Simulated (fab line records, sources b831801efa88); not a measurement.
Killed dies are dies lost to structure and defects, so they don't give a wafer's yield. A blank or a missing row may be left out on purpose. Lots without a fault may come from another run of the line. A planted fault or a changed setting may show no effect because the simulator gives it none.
A struck lot beside a sound one | flow sky130 | 43 steps out of a route of 708
Sound: wafers L409.1, L409.3, L409.6. Struck: wafers L417.2, L417.4, L417.6. The cause comes at the end.
At each step with rows: each side's tool, then ch and its chambers, then its first start. Under that, the readings that differ: sound wafers | struck wafers | difference of the means | sigmas: that difference in standard deviations of wafers without a fault.
alike: readings whose means differ by less than 2 such deviations, and words and numbers that are the same on both sides. not compared: withheld readings, readings that some wafer has no value for, bounds like >300 that may hide the same value, and numbers for which the record gives no deviation and whose values overlap.
The two part at a step that has a row with sigmas, a row that says differs or no value, or rows on one side only. Numbers that don't overlap but have no deviation are shown without sigmas and don't part them. A reading that every wafer of one side lacks parts them only if that side has two wafers or more.

first, 4 steps without rows for these wafers: SKY_VIA1_STRIP_17 (strips in post etch residue remover, time 1200 s); SKY_VIA1_CLEAN_18 (cleans in IPA, time 180 s); SKY_VIA1_CLEAN_19 (cleans in O3/DIW); SKY_VIA1_SPUTTER_20 (material TiN, target thk 20 nm, time 80 s).
SKY_VIA1_CVD_21: deposits W, target thk 270 nm, time 80.902 s.
  sound on cvd_w-02 ch 0,1, day 35 22:34; struck on cvd_w-01 ch 1, day 39 03:43
  reading                  | sound         | struck      | difference | sigmas
  heater_power_outer_w (W) | 693 567 708   | 444 445 458 | -207       | -2
  heater_power_w (W)       | 1041 936 1071 | 775 807 803 | -221       | -2
  alike: chamber_pressure_Torr
SKY_VIA1_RS_MEAS_22: measures by four-point-probe.
  sound on film_metro-01, day 35 22:40; struck on film_metro-01, day 39 03:50
  alike: VIA1_W_RS
SKY_VIA1_THK_MEAS_23: measures by xrf.
  sound on film_metro-01, day 35 22:47; struck on film_metro-01, day 39 03:56
  alike: VIA1_W_THK
then, 2 steps without rows for these wafers: SKY_VIA1_CMP_24 (polishes, stops on SiO2, t overpolish 15 s, target thk 0 nm); SKY_METAL2_SPUTTER_00 (material Ti, target thk 15 nm, time 10 s).
SKY_METAL2_SPUTTER_01: material TiN, target thk 20 nm, time 16.7 s.
  sound on pvd_sputter-02, day 35 23:10; struck on pvd_sputter-04, day 39 05:05
  alike: throttle_valve_pct
then, 2 steps without rows for these wafers: SKY_METAL2_SPUTTER_02 (material AlCu, target thk 250 nm, time 13.3 s); SKY_METAL2_SPUTTER_03 (material Ti, target thk 5 nm, time 3.3 s).
SKY_METAL2_SPUTTER_04: material TiN, target thk 70 nm, time 58.3 s.
  sound on pvd_sputter-02, day 35 23:14; struck on pvd_sputter-04, day 39 05:09
  alike: throttle_valve_pct
SKY_METAL2_RS_MEAS_05: measures by four-point-probe.
  sound on film_metro-03, day 35 23:17; struck on film_metro-02, day 39 05:13
  alike: METAL2_ALCU_RS
SKY_METAL2_THK_MEAS_06: measures by xrf.
  sound on film_metro-03, day 35 23:25; struck on film_metro-02, day 39 05:20
  alike: METAL2_ALCU_THK
then, 8 steps without rows for these wafers: SKY_METAL2_DEHYDRATE_07 (time 60 s); SKY_METAL2_HMDS_08 (prime time 60 s); SKY_METAL2_COAT_09 (resist thk 60 nm); SKY_METAL2_COAT_10 (resist thk 450 nm); SKY_METAL2_SOFTBAKE_11 (time 90 s); SKY_METAL2_EXPOSE_12 (exposes mask MM2, target cd 140 nm); SKY_METAL2_PEB_13; SKY_METAL2_DEVELOP_14 (develop time 60 s).
SKY_METAL2_CD_MEAS_15: target cd 140 nm.
  sound on cd_sem-01, day 37 01:29; struck on cd_sem-02, day 40 05:42
  alike: cd_nm
SKY_METAL2_OVL_MEAS_16:
  sound on overlay-02, day 37 01:36; struck on overlay-02, day 40 05:49
  alike: METAL2_OVL
SKY_METAL2_DESCUM_17: chemistry O2, time 8 s.
  sound on rie_metal-04 ch 0,1, day 37 01:38; struck on rie_metal-01 ch 0, day 40 05:51
  alike: drypump_motor_current_A, oes_product_au
  not compared: rf_hours_counter_h
SKY_METAL2_ETCH_18: etches BARC in N2/H2, stops on SiO2, time 45.9 s, target depth 60 nm.
  sound on rie_metal-04 ch 0,1, day 37 01:40; struck on rie_metal-01 ch 0, day 40 05:56
  alike: bias_w, drypump_motor_current_A, oes_product_au, throttle_valve_pct
  not compared: rf_hours_counter_h
then, 6 steps without rows for these wafers: SKY_METAL2_METAL_ETCH_19 (etches the open film in Cl2/BCl3, stops on SiO2, target depth 360 nm, time 78 s); SKY_METAL2_STRIP_20 (strips in O2/N2); SKY_METAL2_STRIP_21 (strips in post etch residue remover, time 1200 s); SKY_METAL2_CLEAN_22 (cleans in IPA, time 180 s); SKY_METAL2_CLEAN_23 (cleans in O3/DIW); SKY_VIA2_HDPCVD_00 (deposits SiO2, target thk 1180 nm, time 199.9 s).
SKY_VIA2_THK_MEAS_01:
  sound on film_metro-02, day 37 02:32; struck on film_metro-01, day 40 07:01
  alike: VIA2_HDPCVD_THK
SKY_VIA2_CMP_02: polishes SiO2.
  sound on cmp-01 ch 2,3, day 37 02:41; struck on cmp-02 ch 2,3, day 40 07:55
  alike: motor_current_A
SKY_VIA2_BOW_MEAS_03:
  sound on film_metro-03, day 37 02:59; struck on film_metro-01, day 40 08:11
  alike: VIA2_BOW
then, 6 steps without rows for these wafers: SKY_VIA2_DEHYDRATE_04 (time 60 s); SKY_VIA2_HMDS_05 (prime time 60 s); SKY_VIA2_COAT_06 (resist thk 60 nm); SKY_VIA2_COAT_07 (resist thk 450 nm); SKY_VIA2_SOFTBAKE_08 (time 90 s); SKY_VIA2_EXPOSE_09 (exposes mask VIM2, target cd 200 nm).
-- the record jumps here: 9 days lie between the struck wafers' starts before and after (it left off in module VIA2 and takes up again in module PAD_OPEN, whose first step shown is number 708 of the route) --
SKY_PAD_OPEN_PROBE_99:
  sound on prober-02, day 47 12:17; struck on prober-02, day 49 19:08
  reading                               | sound               | struck            | difference | sigmas
  defect_limited_yield (%)              | 83.1 81.5 85.4      | 73.8 77.8 75.0    | -7.8       | -4
  killed_at_M0_to_M3                    | 27 33 35            | 79 62 75          | +40        | +6
  killed_dies                           | 83 91 72            | 129 109 123       | +38        | +4
  sort_bin_3_pad_short (%)              | 0.4 0.8 0.6         | 1.4 2.0 2.2       | +1.3       | +3
  sort_bin_5_function (%)               | 11.4 11.4 6.5       | 17.9 14.2 14.6    | +5.8       | +4
  sort_n_pass                           | 409 401 420         | 363 383 369       | -38        | -4
  sort_yield_pct (%)                    | 83.1 81.5 85.4      | 73.8 77.8 75.0    | -7.8       | -4
  model.etest.tester.sort_n_pass        | 409 401 420         | 363 383 369       | -38        |
  model.etest.tester.sort_yield_pct (%) | 83.13 81.5 85.37    | 73.78 77.85 75    | -7.79      |
  model.etest.tester.sort_bin_5_pct (%) | 11.38 11.38 6.504   | 17.89 14.23 14.63 | +5.83      |
  model.etest.tester.sort_bin_3_pct (%) | 0.4065 0.813 0.6098 | 1.423 2.033 2.236 | +1.288     |
  alike: killed_at_M4_up, killed_at_contacts, killed_at_front_end, killed_at_other, killed_open, killed_short, sort_bin_6_memory

WHERE THEY PART
First at SKY_VIA1_CVD_21; last, within this record, at SKY_PAD_OPEN_PROBE_99.

WHY: what the simulator had put in
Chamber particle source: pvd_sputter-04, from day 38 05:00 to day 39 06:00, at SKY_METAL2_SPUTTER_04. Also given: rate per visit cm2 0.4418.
